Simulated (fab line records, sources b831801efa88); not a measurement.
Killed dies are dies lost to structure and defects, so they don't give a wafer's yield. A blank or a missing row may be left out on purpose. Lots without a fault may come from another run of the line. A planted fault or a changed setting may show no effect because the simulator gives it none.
fab line records | flow sky130
record lots=14 wafers=41 last_day=51
route steps=708 shown VT_ADJUST_PCH@153 POLY_GATE@228
lots that met no fault: from a run of the same line without faults
start_h: hours from the record's first day to the start of the lot's first wafer shown | wait_h: hours since the lot's step before | " the same as in the row above | L1.1+2: a row that stands for several wafers | - no value, or no start given | * or withheld: withheld | < > ~ a bound
route shown NAME@n: a module of which the file shows steps, and the number in the route of the first | usual: mean/standard deviation of fault-free wafers | same: alike in all rows | chamber/n: place in a boat | sites: the reading at each site | _std_site: their standard deviation | _edge_site: outer sites' mean less inner sites' | radius_mm: how far each site lies from the wafer's centre | mask NAME#n: copy n | behind: the tool/chamber that last shaped the wafer | hold: why the lot was held/for how many hours/how that ended | device: the transistor (n, p or np) that didn't switch | end of line: the same wafers' tests at the end of the route | a step without rows: its recipe alone | killed: dies lost to structure and defects at the first sort, not the wafer's yield | map: a wafer's dies, x killed, . not, _ none there
set.NAME: the setting as run; set.NAME@STEP: as run at that earlier step | model.NAME: the simulator's own value behind a step, which no gauge read
steps of the route over a sample of lots; a table a step, a row a wafer
services: from which hour (start_h, from the record's first day; less than 0 if before it) a tool's chamber was out of use, for how many hours, and why
## steps
# step SKY_VT_ADJUST_PCH_TW_MEAS_10
# usual VT_ADJUST_PCH_TW=142.7/0.99
# columns lot.wafer tool chamber start_h wait_h VT_ADJUST_PCH_TW
L382.1 film_metro-02 - 236.80 0.1 143.4
L382.3 " - " " 144.1
L382.6 " - " " 144.0
L383.1 film_metro-03 - 243.57 0.1 140.6
L383.4 " - " " 140.8
L383.5 " - " " 141.4
L384.3 film_metro-03 - 247.95 0.1 141.5
L384.4 " - " " 140.9
L384.5 " - " " 141.1
L385.1 film_metro-03 - 256.38 0.1 141.3
L385.4 " - " " 141.1
L385.6 " - " " 140.6
L386.1 film_metro-01 - 262.02 0.1 142.9
L386.5 " - " " 143.4
L386.6 " - " " 143.6
L388.2 film_metro-03 - 280.12 0.1 141.6
L388.3 " - " " 141.7
L388.4 " - " " 141.6
L389.1 film_metro-02 - 286.68 0.1 142.4
L389.2 " - " " 143.2
L389.5 " - " " 142.8
L390.3 film_metro-03 - 297.42 0.1 141.6
L390.4 " - " " 141.7
L390.6 " - " " 141.4
L391.4 film_metro-01 - 309.35 0.1 143.2
L391.5 " - " " 143.5
L391.6 " - " " 143.0
L392.2 film_metro-01 - 314.71 0.1 143.3
L392.3 " - " " 143.0
L392.4 " - " " 143.4
L393.3 film_metro-01 - 325.94 0.1 143.3
L393.4 " - " " 143.3
L393.6 " - " " 143.9
L398.2 film_metro-02 - 367.49 0.1 143.9
L398.5 " - " " 144.8
L398.6 " - " " 145.1
L399.4 film_metro-01 - 374.28 0.1 143.1
L399.5 " - " " 142.4
L405.2 film_metro-02 - 413.61 0.1 143.5
L405.3 " - " " 143.9
L405.5 " - " " 143.5
# step SKY_POLY_GATE_OVL_MEAS_14
# usual POLY_GATE_OVL=-1/5.8
# columns lot.wafer tool chamber start_h wait_h POLY_GATE_OVL[nm]
L382.1 overlay-01 - 388.08 0.1 -7
L382.3 " - " " -8
L382.6 " - " " -1
L383.1 overlay-02 - 396.71 0.1 -1
L383.4 " - " " -1
L383.5 " - " " 4
L384.3 overlay-02 - 401.48 0.1 -11
L384.4 " - " " -3
L384.5 " - " " 1
L385.1 overlay-02 - 412.31 0.1 6
L385.4 " - " " -4
L385.6 " - " " -6
L386.1 overlay-01 - 418.28 0.1 6
L386.5 " - " " 5
L386.6 " - " " 2
L388.2 overlay-01 - 439.13 0.1 -3
L388.3 " - " " -5
L388.4 " - " " 5
L389.1 overlay-01 - 446.72 0.1 -11
L389.2 " - " " -3
L389.5 " - " " -13
L390.3 overlay-02 - 466.18 0.1 7
L390.4 " - " " -4
L390.6 " - " " -3
L391.4 overlay-01 - 473.23 0.1 -4
L391.5 " - " " 4
L391.6 " - " " -1
L392.2 overlay-02 - 480.42 0.1 4
L392.3 " - " " 6
L392.4 " - " " 0
L393.3 overlay-02 - 494.98 0.1 6
L393.4 " - " " -9
L393.6 " - " " -2
L398.2 overlay-01 - 536.24 0.1 0
L398.5 " - " " -8
L398.6 " - " " -2
L399.4 overlay-01 - 547.13 0.1 3
L399.5 " - " " -8
L405.2 overlay-01 - 582.48 0.1 5
L405.3 " - " " -3
L405.5 " - " " -4
# step SKY_POLY_GATE_ETCH_17
# recipe target_depth_nm=180 stop_on=SiO2 over_etch_frac=0.56667 chemistry=HBr/Cl2 target=poly-Si icp_w=400 bias_w=100 pressure_mtorr=10 HBr_flow_sccm=150 Cl2_flow_sccm=50 time_s=70.5
# usual drypump_motor_current_A=5.59/0.25 he_backside_leak_sccm=2.70/0.28 oes_product_au=0.988/0.0078 over_etch_frac=0.56667/0 throttle_valve_pct=33.684/0.0087
# columns lot.wafer tool chamber start_h wait_h drypump_motor_current_A he_backside_leak_sccm oes_product_au over_etch_frac rf_hours_counter_h throttle_valve_pct
L382.1 rie_si-02 3 388.30 0.0 5.70 2.84 0.986 0.56667 6 33.681
L382.3 " 1 " " 5.91 2.49 1.003 0.56667 2 33.678
L382.6 " 1 " " 5.94 2.46 1.007 0.56667 - 33.680
L383.1 rie_si-01 1 396.93 0.0 5.51 2.53 0.981 0.56667 13 33.683
L383.4 " 3 " " 5.34 2.89 0.984 0.56667 - 33.705
L383.5 " 2 " " 5.89 2.97 0.995 0.56667 - 33.703
L384.3 rie_si-01 2 401.69 0.0 5.93 3.06 0.993 0.56667 3 33.687
L384.4 " 3 " " 5.34 2.47 0.997 0.56667 - 33.680
L384.5 " 1 " " 5.55 2.67 0.979 0.56667 - 33.677
L385.1 rie_si-02 1 412.53 0.0 5.90 2.43 0.986 0.56667 3 33.671
L385.4 " 3 " " 5.62 2.49 0.984 0.56667 6 33.700
L385.6 " 0 " " 5.45 2.96 0.987 0.56667 - 33.669
L386.1 rie_si-02 2 418.50 0.0 5.08 2.55 0.987 0.56667 15 33.683
L386.5 " 1 " " 5.91 2.46 0.988 0.56667 - 33.670
L386.6 " 0 " " 5.46 2.83 0.977 0.56667 - 33.684
L388.2 rie_si-02 2 439.34 0.0 5.06 2.54 0.994 0.56667 15 33.691
L388.3 " 0 " " 5.45 2.97 0.999 0.56667 6 33.681
L388.4 " 3 " " 5.67 2.91 0.986 0.56667 6 33.678
L389.1 rie_si-01 3 446.94 0.0 5.34 2.61 0.993 0.56667 61 33.676
L389.2 " 1 " " 5.52 2.61 0.992 0.56667 13 33.706
L389.5 " 1 " " 5.54 2.70 0.972 0.56667 - 33.678
L390.3 rie_si-01 1 466.38 0.0 5.53 2.79 0.980 0.56667 13 33.684
L390.4 " 0 " " 5.70 2.44 0.989 0.56667 0 33.691
L390.6 " 2 " " 5.91 3.01 0.987 0.56667 - 33.688
L391.4 rie_si-01 0 473.43 0.0 5.65 2.27 0.992 0.56667 0 33.679
L391.5 " 0 " " 5.65 2.25 0.989 0.56667 - 33.698
L391.6 " 3 " " 5.35 2.71 0.979 0.56667 - 33.661
L392.2 rie_si-02 0 480.63 0.0 5.42 3.09 0.979 0.56667 6 33.681
L392.3 " 1 " " 5.85 2.43 0.986 0.56667 3 33.686
L392.4 " 3 " " 5.69 2.71 0.978 0.56667 - 33.668
L393.3 rie_si-01 2 495.18 0.0 5.92 3.01 0.976 0.56667 4 33.701
L393.4 " 3 " " 5.37 2.63 0.978 0.56667 0 33.669
L393.6 " 1 " " 5.54 2.52 0.990 0.56667 - 33.695
L398.2 rie_si-02 2 536.45 0.0 5.10 2.48 0.993 0.56667 15 33.674
L398.5 " 0 " " 5.46 2.86 0.997 0.29197 - 33.702
L398.6 " 3 " " 5.66 2.74 1.000 0.29197 - 33.685
L399.4 rie_si-02 1 547.33 0.0 5.95 2.40 1.006 0.56667 3 33.684
L399.5 " 1 " " 5.97 2.47 1.026 0.29197 - 33.670
L405.2 rie_si-01 1 582.69 0.0 5.53 2.84 0.987 0.56667 14 33.686
L405.3 " 0 " " 5.65 2.33 0.997 0.56667 1 33.684
L405.5 " 0 " " 5.64 2.33 0.986 0.56667 - 33.676
# step SKY_POLY_GATE_STRIP_18
# recipe chemistry=O2/N2 power_w=1400 pressure_mtorr=1500 platen_temp_c=withheld o2_flow_sccm=3000 n2_flow_sccm=300 overash_fraction=0.5
# usual drypump_motor_current_A=6.0/0.39 oes_product_au=0.359/0.0047 strip_time_to_endpoint_s=3.14/0.045
# columns lot.wafer tool chamber start_h wait_h drypump_motor_current_A oes_product_au rf_hours_counter_h strip_time_to_endpoint_s
L382.1 plasma_asher-03 0 388.36 0.0 5.6 0.355 24 3.19
L382.3 " 1 " " 6.2 0.359 - 3.19
L382.6 " 0 " " 5.6 0.352 - 3.16
L383.1 plasma_asher-03 0 396.99 0.0 5.6 0.368 25 3.12
L383.4 " 1 " " 6.3 0.354 - 3.16
L383.5 " 1 " " 6.3 0.362 - 3.15
L384.3 plasma_asher-04 0 401.78 0.1 5.9 0.362 - 3.17
L384.4 " 1 " " 6.5 0.365 - 3.20
L384.5 " 0 " " 5.9 0.356 - 3.17
L385.1 plasma_asher-01 0 412.59 0.0 5.4 0.346 67 3.01
L385.4 " 1 " " 6.2 0.351 - 3.13
L385.6 " 0 " " 5.4 0.357 - 3.06
L386.1 plasma_asher-03 1 418.56 0.0 6.2 0.366 28 3.16
L386.5 " 1 " " 6.3 0.364 - 3.16
L386.6 " 0 " " 5.6 0.355 - 3.20
L388.2 plasma_asher-04 1 439.39 0.0 6.5 0.355 56 3.09
L388.3 " 0 " " 5.9 0.362 - 3.12
L388.4 " 1 " " 6.5 0.363 - 3.14
L389.1 plasma_asher-03 0 446.99 0.0 5.6 0.357 31 3.11
L389.2 " 1 " " 6.2 0.364 31 3.14
L389.5 " 1 " " 6.2 0.360 - 3.12
L390.3 plasma_asher-01 1 466.47 0.1 6.2 0.355 - 3.14
L390.4 " 0 " " 5.4 0.355 - 3.16
L390.6 " 0 " " 5.4 0.350 - 3.12
L391.4 plasma_asher-01 1 473.52 0.1 6.2 0.359 - 3.09
L391.5 " 0 " " 5.4 0.361 - 3.11
L391.6 " 1 " " 6.2 0.359 - 3.10
L392.2 plasma_asher-01 0 480.69 0.0 5.4 0.351 5 3.15
L392.3 " 1 " " 6.2 0.361 - 3.13
L392.4 " 0 " " 5.4 0.360 - 3.21
L393.3 plasma_asher-03 1 495.27 0.1 6.2 0.357 - 3.17
L393.4 " 0 " " 5.6 0.360 - 3.13
L393.6 " 0 " " 5.6 0.364 - 3.18
L398.2 plasma_asher-01 0 536.51 0.0 5.4 0.352 10 3.14
L398.5 " 0 " " 5.4 0.362 - 3.34
L398.6 " 1 " " 6.2 0.372 - 3.34
L399.4 plasma_asher-01 0 547.42 0.1 5.4 0.354 - 3.03
L399.5 " 1 " " 6.2 0.363 - 3.29
L405.2 plasma_asher-03 1 582.74 0.0 6.2 0.360 44 3.24
L405.3 " 0 " " 5.6 0.360 - 3.18
L405.5 " 0 " " 5.6 0.365 - 3.20
# step SKY_POLY_GATE_CD_MEAS_22
# usual cd_nm=149.8/2.1
# columns lot.wafer tool chamber start_h wait_h cd_nm
L382.1 cd_sem-02 - 389.82 0.1 154.6
L382.3 " - " " 149.4
L382.6 " - " " 155.6
L383.1 cd_sem-02 - 403.41 0.1 148.8
L383.4 " - " " 150.6
L383.5 " - " " 153.6
L384.3 cd_sem-01 - 403.47 0.1 148.5
L384.4 " - " " 149.0
L384.5 " - " " 150.8
L385.1 cd_sem-01 - 416.75 0.1 148.5
L385.4 " - " " 148.2
L385.6 " - " " 148.3
L386.1 cd_sem-01 - 426.34 0.1 147.8
L386.5 " - " " 146.9
L386.6 " - " " 145.8
L388.2 cd_sem-02 - 441.15 0.1 153.8
L388.3 " - " " 152.8
L388.4 " - " " 150.3
L389.1 cd_sem-01 - 449.39 0.1 146.6
L389.2 " - " " 147.8
L389.5 " - " " 147.8
L390.3 cd_sem-02 - 468.57 0.1 146.7
L390.4 " - " " 149.0
L390.6 " - " " 149.4
L391.4 cd_sem-01 - 475.90 0.1 154.3
L391.5 " - " " 154.0
L391.6 " - " " 149.5
L392.2 cd_sem-01 - 483.54 0.1 151.3
L392.3 " - " " 149.2
L392.4 " - " " 148.2
L393.3 cd_sem-02 - 496.80 0.1 149.0
L393.4 " - " " 147.2
L393.6 " - " " 149.8
L398.2 cd_sem-01 - 537.99 0.1 151.5
L398.5 " - " " 150.2
L398.6 " - " " 150.1
L399.4 cd_sem-01 - 548.96 0.1 150.2
L399.5 " - " " 149.3
L405.2 cd_sem-02 - 584.26 0.1 150.0
L405.3 " - " " 154.0
L405.5 " - " " 151.6
## services
# columns tool chamber start_h hours kind
rie_si-01 0 394.62 - clean
rie_si-01 0 394.62 21.1 scheduled_down
rie_si-01 0 394.62 21.1 vent_cycle
rie_si-02 - 395.33 10.0 pm
plasma_asher-01 - 421.25 9.0 pm
plasma_asher-01 0 421.25 9.0 vent_cycle
plasma_asher-01 1 421.25 9.0 vent_cycle
plasma_asher-01 0 430.25 - clean
plasma_asher-01 1 430.25 - clean
rie_si-01 3 477.13 - clean
rie_si-01 3 477.13 17.3 scheduled_down
rie_si-01 3 477.13 17.3 vent_cycle
rie_si-02 2 478.75 33.2 repair
rie_si-02 3 481.84 20.3 repair
plasma_asher-01 - 517.58 0.3 repair
rie_si-01 - 547.07 14.6 pm
plasma_asher-04 - 574.31 4.3 pm
rie_si-01 - 575.31 0.2 repair
rie_si-02 2 576.41 3.3 repair
plasma_asher-03 - 577.25 0.3 repair
rie_si-02 2 580.14 8.9 repair
## key
first_sign step=SKY_POLY_GATE_ETCH_17 reading=over_etch_frac direction=down sigmas=99+ usual=0.56667 struck=0.29197
effect step=SKY_POLY_GATE_STRIP_18 reading=strip_time_to_endpoint_s direction=up sigmas=4.2 usual=* struck=*
met_at SKY_POLY_GATE_ETCH_17
struck_lots L398,L399
struck_wafers L398.5,L398.6,L399.5
later_rows_left_out L398.5,L398.6,L399.5
sort_left_out L398.5,L398.6,L399.5
tester_left_out L398,L399
not_acting_at SKY_VT_ADJUST_PCH_TW_MEAS_10,SKY_POLY_GATE_OVL_MEAS_14,SKY_POLY_GATE_CD_MEAS_22
onset_between 480.63 536.45
fault kind=process_parameter_drift tool=rie_si-02 chamber=- onset_h=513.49 steps=SKY_POLY_GATE_ETCH_17 channel=over_etch_frac offset=-0.27469 shape=step end_h=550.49 scope=struck_wafers_only stated=0.56667
# tester_left_out: of these lots the tester's yield and bins aren't shown, on N5 and GAA mostly nor the transistor test; their killed dies are dies lost to structure and defects alone, not to doping, threshold or leakage, so they don't give the yield
# sort_left_out: the simulated sort isn't trusted on such a fault, so these wafers' sort isn't shown, and their yield isn't known
# later_rows_left_out: the simulator's readings of these wafers behind a module that went badly wrong aren't trusted and aren't shown, but for the sort
